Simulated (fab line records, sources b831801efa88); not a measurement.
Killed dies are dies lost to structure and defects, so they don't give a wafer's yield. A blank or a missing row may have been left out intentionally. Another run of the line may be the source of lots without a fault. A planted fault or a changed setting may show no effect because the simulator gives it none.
fab line records    flow sky130
record lots=12  wafers=36  last-day=50
route steps=708 shown VIA1@479 PAD_OPEN@708
lots that met no fault: taken from a fault-free run of the same line
start-h: hours from the record's opening day to when the first of the lot's shown wafers began    wait-h: time in hours since the lot's previous step    " identical to the entry in the row above    L1.1+2: a single row standing in for several wafers    - no value present, or no start provided    * or withheld: withheld    < > ~ a bound
route shown NAME@n: NAME is a module with steps in the file, n the number in the route of the first one    usual: average and standard deviation across the fault-free wafers    same: alike in all rows    chamber/n: place in a boat    sites: readings site by site    _std_site: their standard deviation    _edge_site: outer sites' mean less inner sites'    radius-mm: for every site, how far away it sits from the centre of the wafer    mask NAME#n: copy n    behind: the tool/chamber that last shaped the wafer    hold: why the lot was held/for how many hours/how that ended    device: names the non-switching transistor (n, p or np)    end of line: at the end of the route, the tests of the same wafers    step lacking rows: just its recipe    killed: the dies lost at the first sort to structure and to defects; this is not the yield of the wafer    map: dies across one wafer; x = killed, . = not, _ = none there
set.NAME: the run value of the setting; set.NAME@STEP: its run value at that earlier step    model.NAME: the simulator's own value behind a step, which no gauge read
a sample of lots followed through the steps of the route, with each step as a table and each wafer as a row
services: the hour from which a tool's chamber was out of use, counted from the record's first day as start-h (under 0 if before that day), plus the number of hours and why
## steps
# step SKY_VIA1_CVD_21
# recipe material=W  target-thk-nm=270  time-s=80.902  temp-c=400  pressure-torr=40
# usual heater-power-outer-w=543/39  heater-power-w=864/36
lot.wafer  tool      chamber  start-h  wait-h  heater-power-outer-w  heater-power-w
L308.2     cvd-w-01  0        788.85   0.0     576                   905
L308.5     "         1        "        "       485                   835
L308.6     "         0        "        "       596                   865
L309.1     cvd-w-01  0        807.82   0.0     576                   883
L309.2     "         1        "        "       490                   839
L309.5     "         0        "        "       603                   870
L311.1     cvd-w-01  0        812.92   0.0     590                   897
L311.5     "         1        "        "       497                   825
L311.6     "         0        "        "       598                   848
L316.1     cvd-w-01  0        846.05   0.0     576                   899
L316.3     "         0        "        "       597                   901
L316.6     "         0        "        "       591                   881
L317.1     cvd-w-02  0        853.30   0.0     571                   886
L317.2     "         1        "        "       518                   849
L317.3     "         1        "        "       530                   837
L318.1     cvd-w-02  1        865.59   0.0     524                   831
L318.2     "         0        "        "       573                   899
L318.6     "         0        "        "       578                   881
L319.2     cvd-w-02  1        936.32   0.0     528                   852
L319.3     "         0        "        "       571                   903
L319.4     "         1        "        "       519                   844
L327.1     cvd-w-02  1        940.44   0.0     530                   830
L327.3     "         0        "        "       570                   913
L327.6     "         0        "        "       563                   902
L325.2     cvd-w-02  0        941.02   0.0     569                   919
L325.5     "         1        "        "       517                   827
L325.6     "         0        "        "       559                   907
L328.2     cvd-w-02  1        942.57   0.0     534                   874
L328.3     "         1        "        "       525                   864
L328.4     "         0        "        "       574                   900
L329.1     cvd-w-02  1        943.52   0.0     537                   833
L329.3     "         1        "        "       527                   854
L329.6     "         0        "        "       573                   902
L331.1     cvd-w-02  1        953.35   0.0     522                   847
L331.4     "         0        "        "       568                   900
L331.6     "         1        "        "       542                   853
# step SKY_VIA1_RS_MEAS_22
# recipe thk-meas-gauge=four-point-probe  reads=W_of_VIA1_CVD_21+TiN_of_VIA1_SPUTTER_20
# usual VIA1_W_RS=0.426/0.0047
lot.wafer  tool           chamber  start-h  wait-h  hold                      VIA1_W_RS[ohm/sq]
L308.2     film-metro-02  -        788.96   0.1     -                         0.429
L308.5     "              -        "        "       -                         0.422
L308.6     "              -        "        "       -                         0.426
L309.1     film-metro-01  -        807.91   0.1     -                         0.431
L309.2     "              -        "        "       -                         0.432
L309.5     "              -        "        "       -                         0.435
L311.1     film-metro-03  -        813.01   0.1     -                         0.420
L311.5     "              -        "        "       -                         0.418
L311.6     "              -        "        "       -                         0.420
L316.1     film-metro-01  -        846.14   0.1     -                         0.419
L316.3     "              -        "        "       -                         0.423
L316.6     "              -        "        "       -                         0.423
L317.1     film-metro-02  -        853.39   0.1     await-dispo/0.2h/release  0.800
L317.2     "              -        "        "       await-dispo/0.2h/release  0.432
L317.3     "              -        "        "       await-dispo/0.2h/release  0.431
L317.1     film-metro-02  -        853.68   0.3     -                         0.800
L317.2     "              -        "        "       -                         0.433
L317.3     "              -        "        "       -                         0.430
L318.1     film-metro-02  -        865.68   0.1     await-dispo/0.2h/release  0.425
L318.2     "              -        "        "       await-dispo/0.2h/release  0.777
L318.6     "              -        "        "       await-dispo/0.2h/release  0.790
L318.1     film-metro-02  -        865.97   0.3     -                         0.424
L318.2     "              -        "        "       -                         0.777
L318.6     "              -        "        "       -                         0.788
L319.2     film-metro-02  -        936.43   0.1     -                         0.428
L319.3     "              -        "        "       -                         0.427
L319.4     "              -        "        "       -                         0.420
L327.1     film-metro-02  -        940.53   0.1     -                         0.421
L327.3     "              -        "        "       -                         0.424
L327.6     "              -        "        "       -                         0.426
L325.2     film-metro-03  -        941.13   0.1     -                         0.431
L325.5     "              -        "        "       -                         0.422
L325.6     "              -        "        "       -                         0.430
L328.2     film-metro-03  -        942.68   0.1     -                         0.427
L328.3     "              -        "        "       -                         0.422
L328.4     "              -        "        "       -                         0.428
L329.1     film-metro-01  -        943.61   0.1     -                         0.418
L329.3     "              -        "        "       -                         0.417
L329.6     "              -        "        "       -                         0.423
L331.1     film-metro-01  -        953.44   0.1     -                         0.426
L331.4     "              -        "        "       -                         0.427
L331.6     "              -        "        "       -                         0.426
# step SKY_VIA1_THK_MEAS_23
# recipe thk-meas-gauge=xrf  reads=W_of_VIA1_CVD_21
# usual VIA1_W_THK=275/3.8
lot.wafer  tool           chamber  start-h  wait-h  hold                      VIA1_W_THK[nm]
L308.2     film-metro-02  -        789.07   0.1     -                         270
L308.5     "              -        "        "       -                         275
L308.6     "              -        "        "       -                         271
L309.1     film-metro-01  -        808.03   0.1     -                         275
L309.2     "              -        "        "       -                         274
L309.5     "              -        "        "       -                         272
L311.1     film-metro-03  -        813.13   0.1     -                         277
L311.5     "              -        "        "       -                         277
L311.6     "              -        "        "       -                         277
L316.1     film-metro-01  -        846.26   0.1     -                         280
L316.3     "              -        "        "       -                         279
L316.6     "              -        "        "       -                         278
L317.1     film-metro-02  -        858.75   5.1     await-dispo/0.2h/release  146
L317.2     "              -        "        "       await-dispo/0.2h/release  267
L317.3     "              -        "        "       await-dispo/0.2h/release  268
L317.1     film-metro-02  -        858.98   0.2     -                         147
L317.2     "              -        "        "       -                         269
L317.3     "              -        "        "       -                         268
L318.1     film-metro-02  -        866.90   0.9     await-dispo/0.2h/release  272
L318.2     "              -        "        "       await-dispo/0.2h/release  150
L318.6     "              -        "        "       await-dispo/0.2h/release  148
L318.1     film-metro-02  -        867.12   0.2     -                         273
L318.2     "              -        "        "       -                         150
L318.6     "              -        "        "       -                         148
L319.2     film-metro-02  -        936.54   0.1     -                         272
L319.3     "              -        "        "       -                         272
L319.4     "              -        "        "       -                         278
L327.1     film-metro-02  -        940.65   0.1     -                         277
L327.3     "              -        "        "       -                         273
L327.6     "              -        "        "       -                         274
L325.2     film-metro-03  -        941.24   0.1     -                         275
L325.5     "              -        "        "       -                         279
L325.6     "              -        "        "       -                         275
L328.2     film-metro-03  -        942.79   0.1     -                         274
L328.3     "              -        "        "       -                         279
L328.4     "              -        "        "       -                         274
L329.1     film-metro-01  -        943.73   0.1     -                         281
L329.3     "              -        "        "       -                         282
L329.6     "              -        "        "       -                         281
L331.1     film-metro-01  -        953.56   0.1     -                         277
L331.4     "              -        "        "       -                         277
L331.6     "              -        "        "       -                         276
# step SKY_VIA1_CMP_24
# recipe stop-on=SiO2  t-overpolish-s=15  down-force-psi=3.5  platen-rpm=60  target-thk-nm=0  pad-velocity-m-s=0.94248
# usual motor-current-A=11.3/1.2  time-to-endpoint-s=65.7/2.5
lot.wafer  tool    chamber  start-h  wait-h  hold                      motor-current-A  time-to-endpoint-s
L308.2     cmp-01  3        789.17   0.1     -                         10.8             60.8
L308.5     "       2        "        "       -                         9.6              64.4
L308.6     "       3        "        "       -                         10.6             63.6
L309.2     cmp-02  1        808.09   0.0     -                         12.0             63.4
L309.1     "       2        "        "       -                         10.9             65.3
L309.5     "       2        "        "       -                         10.7             62.6
L311.1     cmp-01  0        813.29   0.1     -                         12.3             65.3
L311.6     "       2        "        "       -                         9.5              66.1
L311.5     "       3        "        "       -                         11.3             66.8
L316.1     cmp-01  0        846.42   0.1     -                         12.8             68.2
L316.3     "       1        "        "       -                         11.2             67.7
L316.6     "       2        "        "       -                         9.4              65.6
L317.3     cmp-02  3        863.11   4.1     await-dispo/3.9h/release  13.8             62.6
L317.1     "       0        "        "       await-dispo/3.9h/release  10.6             38.2
L317.2     "       2        "        "       await-dispo/3.9h/release  10.6             67.7
L318.1     cmp-01  1        869.21   2.1     await-dispo/1.4h/release  11.2             62.2
L318.2     "       2        "        "       await-dispo/1.4h/release  9.9              34.2
L318.6     "       0        "        "       await-dispo/1.4h/release  12.5             35.8
L319.3     cmp-01  3        936.59   0.0     -                         10.6             63.0
L319.4     "       0        "        "       -                         12.0             68.0
L319.2     "       2        "        "       -                         9.8              63.9
L327.1     cmp-02  3        940.81   0.1     -                         12.9             68.3
L327.3     "       0        "        "       -                         11.0             67.1
L327.6     "       1        "        "       -                         11.9             68.9
L325.2     cmp-02  0        941.36   0.1     -                         10.9             69.2
L325.5     "       3        "        "       -                         13.5             65.1
L325.6     "       0        "        "       -                         10.5             65.5
L328.2     cmp-02  1        942.89   0.1     -                         12.2             70.1
L328.4     "       2        "        "       -                         10.8             68.3
L328.3     "       3        "        "       -                         13.2             67.4
L329.3     cmp-01  1        943.79   0.0     -                         11.9             62.7
L329.1     "       3        "        "       -                         10.4             62.4
L329.6     "       2        "        "       -                         9.7              64.0
L331.1     cmp-01  2        953.67   0.1     -                         9.9              64.1
L331.4     "       3        "        "       -                         10.4             60.9
L331.6     "       2        "        "       -                         9.9              64.7
# step SKY_PAD_OPEN_PROBE_99
# usual defect-limited-yield=82.3/2  killed_at_M0_to_M3=44/7.9  killed_at_M4_up=3.1/1.9  killed-at-contacts=24/4.6  killed-at-front-end=16/4.9  killed-at-other=0.3/0.6  killed-dies=87/9.7  killed-open=48/7.2  killed-short=39/5.6  sort_bin_3_pad_short=0.8/0.47  sort_bin_5_function=10.4/1.5  sort_bin_6_memory=6.5/1.1  sort-n-pass=405/9.7  sort-yield-pct=82.3/2
# same gross-dies=492  killed-at-back-side=0  sort_bin_4_leakage[%]=0  sort_bin_8_speed[%]=0
lot.wafer  tool       chamber  start-h  wait-h  defect-limited-yield[%]  killed_at_M0_to_M3  killed_at_M4_up  killed-at-contacts  killed-at-front-end  killed-at-other  killed-dies  killed-open  killed-short  sort_bin_3_pad_short[%]  sort_bin_5_function[%]  sort_bin_6_memory[%]  sort-n-pass  sort-yield-pct[%]
L311.1     prober-01  -        1088.07  0.1     81.5                     41                  8                21                  21                   0                91           40           51            0.8                      11.2                    6.5                   401          81.5
L311.5     prober-01  -        1088.27  0.2     82.7                     49                  2                21                  13                   0                85           54           29            1.0                      9.3                     6.9                   407          82.7
L311.6     prober-01  -        1088.32  0.2     83.7                     43                  3                15                  19                   0                80           47           32            0.2                      11.6                    4.5                   412          83.7
# killed by level:class
L311.1 VIA1:geometric-particle:open=14 CONTACT:geometric-particle:short=8 METAL4:geometric-particle:short=7 FIELD_ISO:geometric-particle:short=6 METAL2:geometric-particle:short=6 POLY_GATE:geometric-particle:open=6 LOCAL_INTERCONNECT:geometric-particle:short=5 METAL1:geometric-particle:short=4
L311.5 VIA1:geometric-particle:open=11 CONTACT:geometric-particle:open=9 VIA3:geometric-particle:open=9 VIA2:geometric-particle:open=8 VIA2:geometric-particle:short=5 POLY_GATE:geometric-particle:open=4 LI_CONTACT:geometric-particle:open=4 METAL2:geometric-particle:short=4
L311.6 VIA1:geometric-particle:open=11 POLY_GATE:geometric-particle:open=6 VIA2:geometric-particle:open=6 METAL1:geometric-particle:short=6 VIA3:geometric-particle:open=6 FIELD_ISO:geometric-particle:open=4 FIELD_ISO:geometric-particle:short=4 LOCAL_INTERCONNECT:geometric-particle:short=4
## services
tool      chamber  start-h  hours  kind
cmp-02    -        770.13   13.8   pm
cmp-01    -        780.91   1.5    repair
cvd-w-02  -        789.51   0.6    repair
cmp-02    -        798.91   0.6    repair
cmp-01    -        839.57   1.1    repair
cmp-01    -        840.69   5.2    pm
cvd-w-02  -        891.89   2.8    pm
cmp-02    -        899.82   3.9    pm
cvd-w-02  1        903.26   3.3    repair
cvd-w-01  -        904.00   14.0   pm
cvd-w-01  0        904.00   14.0   vent-cycle
cvd-w-01  1        904.00   14.0   vent-cycle
cmp-02    -        905.68   2.5    repair
cmp-01    -        912.17   4.0    pm
cmp-01    -        916.17   -      consumable-replace:conditioner
cmp-01    -        916.17   -      consumable-replace:pad
cvd-w-01  0        918.00   -      clean
cvd-w-01  1        918.00   -      clean
cmp-01    -        921.82   3.0    repair
cvd-w-01  -        925.15   14.6   pm
cmp-01    -        937.85   4.6    repair
cmp-01    -        944.60   2.8    repair
cmp-01    -        947.39   0.7    repair
## key
first-sign step=SKY_VIA1_RS_MEAS_22  reading=visit  direction=added
effect step=SKY_VIA1_RS_MEAS_22  reading=VIA1_W_RS  direction=up  sigmas=76  usual=0.426  struck=0.789
effect step=SKY_VIA1_THK_MEAS_23  reading=visit  direction=added
effect step=SKY_VIA1_THK_MEAS_23  reading=VIA1_W_THK  direction=down  sigmas=34  usual=275  struck=148
effect step=SKY_VIA1_CMP_24  reading=time-to-endpoint-s  direction=down  sigmas=12  usual=*  struck=*
met-at SKY_VIA1_CVD_21
struck-lots L317,L318
struck-wafers L317.1,L318.2,L318.6
fault kind=process-parameter-drift  tool=cvd-w-02  chamber=0  onset-h=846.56  steps=SKY_VIA1_CVD_21  channel=target-thk-nm  offset=-119.81  shape=step  end-h=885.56  acts-in=these-recipes-only  stated=270
